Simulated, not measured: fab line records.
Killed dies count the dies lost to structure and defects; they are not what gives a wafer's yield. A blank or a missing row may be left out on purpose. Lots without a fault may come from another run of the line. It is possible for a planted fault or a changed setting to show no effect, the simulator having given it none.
Chamber matching -- flow gf180mcu -- rie-diel-03 running GF_M5_ETCH_09: 4 sister chambers
The step etches Si3N4 in CF4/O2, target depth 52 nm, time 11.6 s. 8 wafers are shown with their chamber, then 7 later ones without.

EACH WAFER AND ITS CHAMBER
wafer,chamber,drypump-motor-current-A (A),throttle-valve-pct (%)
L752.5,2,5.7,5.982
L754.6,0,5.9,5.967
L755.1,0,5.9,5.967
L757.1,1,4.9,5.983
L757.3,3,5.9,5.963
L757.6,3,5.9,5.975
L758.2,2,5.8,5.979
L758.4,1,4.9,5.973

WAFERS WITH NO CHAMBER GIVEN
wafer,drypump-motor-current-A (A),throttle-valve-pct (%)
L758.5,5.9,5.953
L769.1,5.9,5.979
L769.3,5.8,5.976
L769.5,5.0,5.978
L771.3,5.9,5.967
L771.4,5.0,5.985
L771.5,5.9,5.963

WHICH CHAMBER EACH ONE RAN IN
wafer,from the rows above,in truth
L758.5,can't be placed: 0 or 3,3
L769.1,can't be placed: 3 or 0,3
L769.3,can't be placed: 2 or 3 or 0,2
L769.5,1,1
L771.3,can't be placed: 0 or 3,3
L771.4,1,1
L771.5,can't be placed: 0 or 3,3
Correctly placed: 2 of 7. Can't be placed from these rows: 5 (the true chamber is among the candidates in 5). Number placed wrongly: 0.
How it was worked out, from the rows above alone: a wafer's distance from a chamber is the root of the sum, over the readings, of the square of ((its reading less the chamber's mean) divided by the reading's scatter). If the next closest chamber is less than 2 further off than the closest, the wafer can't be placed; otherwise it belongs to the closest. A chamber's mean is the mean of its shown wafers. The scatter: take each reading less its chamber's mean, square it, sum over the shown wafers, divide by the number of wafers less the number of chambers, and take the root.
